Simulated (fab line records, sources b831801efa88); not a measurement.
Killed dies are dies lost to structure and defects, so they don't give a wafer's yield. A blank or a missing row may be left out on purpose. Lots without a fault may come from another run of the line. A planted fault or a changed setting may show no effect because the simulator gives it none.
Tool commonality check | flow sky130 | 12 lots, 36 wafers sampled

WHY IT WAS OPENED
At SKY_PASSIVATION_THK_MEAS_01 the reading PASSIVATION_CVD_00_THK is flagged on 2 of 12 lots. Wafers without a fault read 90.0 nm, standard deviation 1.1.
Rule: a lot is flagged when every wafer of it that has a number lies more than 4 standard deviations from that mean, or none has a number. The other lots count as sound.

lot  | measured     | on            | PASSIVATION_CVD_00_THK (nm), wafer by wafer | flag
L282 | day 43 20:04 | film_metro-03 | 89.5 91.3 89.8                              |
L287 | day 45 01:52 | film_metro-04 | 88.1 88.2 90.3                              |
L286 | day 45 02:10 | film_metro-03 | 90.1 90.6 92.6                              |
L285 | day 45 02:53 | film_metro-04 | 89.7 90.1 91.5                              |
L288 | day 45 05:54 | film_metro-03 | 89.4 90.1 90.7                              |
L290 | day 45 23:02 | film_metro-02 | 90.4 90.5 91.8                              |
L293 | day 46 19:11 | film_metro-02 | 142.4 144.0 144.0                           | FLAGGED
L294 | day 47 05:23 | film_metro-04 | 142.0 142.0 144.8                           | FLAGGED
L297 | day 47 14:15 | film_metro-03 | 89.6 89.1 90.0                              |
L298 | day 47 22:41 | film_metro-03 | 89.0 90.2 91.4                              |
L301 | day 48 16:15 | film_metro-02 | 89.0 89.7 90.0                              |
L303 | day 48 16:35 | film_metro-02 | 90.2 89.7 91.5                              |
The numbers of the flagged lots are 143.2 nm on average: +53.2 nm against the usual, or +48 standard deviations.

WHICH TOOL RAN EACH LOT
The record holds 2 process steps before the reading, out of a route of 708 steps. In each cell: the tool, then ch and the chambers that the sampled wafers went through, then the start.
lot  | flag    | SKY_METAL5_STRIP_16                  | SKY_PASSIVATION_CVD_00
L282 |         | plasma_asher-03 ch 0,1, day 43 19:25 | pecvd-04 ch 1,2, day 43 20:02
L287 |         | plasma_asher-04 ch 0, day 45 01:13   | pecvd-03 ch 0,1,2, day 45 01:50
L286 |         | plasma_asher-01 ch 1, day 45 01:31   | pecvd-01 ch 0,1, day 45 02:09
L285 |         | plasma_asher-01 ch 0,1, day 45 02:14 | pecvd-04 ch 0,1, day 45 02:52
L288 |         | plasma_asher-01 ch 0,1, day 45 05:08 | pecvd-03 ch 0,1, day 45 05:42
L290 |         | plasma_asher-03 ch 0,1, day 45 22:22 | pecvd-01 ch 1,2, day 45 22:59
L293 | FLAGGED | plasma_asher-04 ch 0,1, day 46 18:32 | pecvd-01 ch 0,1,2, day 46 19:10
L294 | FLAGGED | plasma_asher-03 ch 0,1, day 47 04:46 | pecvd-01 ch 0,2, day 47 05:21
L297 |         | plasma_asher-03 ch 0,1, day 47 13:38 | pecvd-04 ch 0,1,2, day 47 14:14
L298 |         | plasma_asher-03 ch 0,1, day 47 22:02 | pecvd-04 ch 0,2, day 47 22:38
L301 |         | plasma_asher-03 ch 0,1, day 48 15:38 | pecvd-03 ch 0,2, day 48 16:13
L303 |         | plasma_asher-01 ch 0,1, day 48 15:56 | pecvd-04 ch 0,1, day 48 16:31
What these steps do:
- SKY_METAL5_STRIP_16: strips in O2/N2.
- SKY_PASSIVATION_CVD_00: deposits SiO2, target thk 90 nm.
- SKY_PASSIVATION_THK_MEAS_01

FLAGGED OVER TOTAL, TOOL BY TOOL (the gauges that took the reading come last)
step                        | tool            | lots run | flagged | share of the flagged lots | sound lots run after its first flagged lot
SKY_METAL5_STRIP_16         | plasma_asher-01 | 4        | 0       | none                      | -
SKY_METAL5_STRIP_16         | plasma_asher-03 | 6        | 1       | some                      | 3 (L297,L298,L301)
SKY_METAL5_STRIP_16         | plasma_asher-04 | 2        | 1       | some                      | 0
SKY_PASSIVATION_CVD_00      | pecvd-01        | 4        | 2       | all                       | 0
SKY_PASSIVATION_CVD_00      | pecvd-03        | 3        | 0       | none                      | -
SKY_PASSIVATION_CVD_00      | pecvd-04        | 5        | 0       | none                      | -
SKY_PASSIVATION_THK_MEAS_01 | film_metro-02   | 4        | 1       | some                      | 2 (L301,L303)
SKY_PASSIVATION_THK_MEAS_01 | film_metro-03   | 5        | 0       | none                      | -
SKY_PASSIVATION_THK_MEAS_01 | film_metro-04   | 3        | 1       | some                      | 0

WHAT THE TABLE ALLOWS
1 row of the table ran every flagged lot: pecvd-01 at SKY_PASSIVATION_CVD_00.
- pecvd-01 at SKY_PASSIVATION_CVD_00: 2 of its 4 lots flagged. Its last sound lot is L290 (day 45 22:59), its first flagged lot L293 (day 46 19:10): a fault that began between those two fits.
One tool is left: pecvd-01 at SKY_PASSIVATION_CVD_00.

WHAT THE SIMULATOR HAD PUT IN
Process parameter drift: pecvd-01, from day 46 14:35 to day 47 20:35, at SKY_PASSIVATION_CVD_00. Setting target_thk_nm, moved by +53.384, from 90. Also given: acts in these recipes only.
Lots struck among those shown: L293, L294. The rule above found the same.
